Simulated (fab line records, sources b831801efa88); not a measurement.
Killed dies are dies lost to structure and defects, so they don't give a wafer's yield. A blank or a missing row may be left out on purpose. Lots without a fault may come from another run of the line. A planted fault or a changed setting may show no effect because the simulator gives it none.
Tool commonality check | flow sky130 | 12 lots, 36 wafers sampled

WHY IT WAS OPENED
At SKY_SONOS_ONO_THK_MEAS_01 the reading SONOS_ONO_OXIDATION_THK is flagged on 2 of 12 lots. Wafers without a fault read 2.58 nm, standard deviation 0.052.
Rule: a lot is flagged when every wafer of it that has a number lies more than 4 standard deviations from that mean, or none has a number. The other lots count as sound.

lot  | measured     | on            | SONOS_ONO_OXIDATION_THK (nm), wafer by wafer | flag
L603 | day 11 11:15 | film_metro-01 | 2.58 2.56 2.54                               |
L604 | day 11 19:41 | film_metro-01 | 2.69 2.68 2.64                               |
L605 | day 12 02:16 | film_metro-03 | 2.61 2.59 2.59                               |
L607 | day 13 11:48 | film_metro-03 | 2.59 2.64 2.64                               |
L610 | day 13 17:03 | film_metro-01 | 2.83 2.84 2.87                               | FLAGGED
L611 | day 14 02:09 | film_metro-01 | 2.92 2.88 2.81                               | FLAGGED
L616 | day 15 17:10 | film_metro-01 | 2.61 2.56 2.64                               |
L619 | day 16 22:53 | film_metro-03 | 2.56 2.56 2.57                               |
L620 | day 17 04:31 | film_metro-03 | 2.65 2.60 2.70                               |
L621 | day 17 07:15 | film_metro-01 | 2.55 2.65 2.62                               |
L622 | day 17 21:08 | film_metro-01 | 2.59 2.59 2.58                               |
L625 | day 18 14:45 | film_metro-02 | 2.55 2.53 2.55                               |
The numbers of the flagged lots are 2.86 nm on average: +0.28 nm against the usual, or +5 standard deviations.

WHICH TOOL RAN EACH LOT
The record holds 1 process step before the reading, out of a route of 708 steps. In each cell: the tool, then ch and the chambers that the sampled wafers went through, then the start.
lot  | flag    | SKY_SONOS_ONO_OXIDATION_00
L603 |         | furnace-01 ch 0, day 11 09:53
L604 |         | furnace-01 ch 0, day 11 18:20
L605 |         | furnace-02 ch 0, day 12 00:55
L607 |         | furnace-01 ch 0, day 13 10:27
L610 | FLAGGED | furnace-01 ch 0, day 13 15:37
L611 | FLAGGED | furnace-01 ch 0, day 14 00:49
L616 |         | furnace-02 ch 0, day 15 15:48
L619 |         | furnace-02 ch 0, day 16 21:31
L620 |         | furnace-02 ch 0, day 17 03:11
L621 |         | furnace-01 ch 0, day 17 05:53
L622 |         | furnace-01 ch 0, day 17 19:47
L625 |         | furnace-01 ch 0, day 18 13:24
What these steps do:
- SKY_SONOS_ONO_OXIDATION_00: stabilise 600 s, purge 300 s, target thk 2.6 nm.
- SKY_SONOS_ONO_THK_MEAS_01

FLAGGED OVER TOTAL, TOOL BY TOOL (the gauges that took the reading come last)
step                       | tool          | lots run | flagged | share of the flagged lots | sound lots run after its first flagged lot
SKY_SONOS_ONO_OXIDATION_00 | furnace-01    | 8        | 2       | all                       | 3 (L621,L622,L625)
SKY_SONOS_ONO_OXIDATION_00 | furnace-02    | 4        | 0       | none                      | -
SKY_SONOS_ONO_THK_MEAS_01  | film_metro-01 | 7        | 2       | all                       | 3 (L616,L621,L622)
SKY_SONOS_ONO_THK_MEAS_01  | film_metro-02 | 1        | 0       | none                      | -
SKY_SONOS_ONO_THK_MEAS_01  | film_metro-03 | 4        | 0       | none                      | -

WHAT THE TABLE ALLOWS
2 rows of the table ran every flagged lot: furnace-01 at SKY_SONOS_ONO_OXIDATION_00, film_metro-01 at SKY_SONOS_ONO_THK_MEAS_01.
- furnace-01 at SKY_SONOS_ONO_OXIDATION_00: 2 of its 8 lots flagged. Sound lots ran on it after the first flagged one (L621, L622, L625), which a lasting fault on the whole tool wouldn't allow.
- film_metro-01 at SKY_SONOS_ONO_THK_MEAS_01: 2 of its 7 lots flagged. Sound lots ran on it after the first flagged one (L616, L621, L622), which a lasting fault on the whole tool wouldn't allow.
No row of the table ran every flagged lot and no sound lot after the first.

WHAT THE SIMULATOR HAD PUT IN
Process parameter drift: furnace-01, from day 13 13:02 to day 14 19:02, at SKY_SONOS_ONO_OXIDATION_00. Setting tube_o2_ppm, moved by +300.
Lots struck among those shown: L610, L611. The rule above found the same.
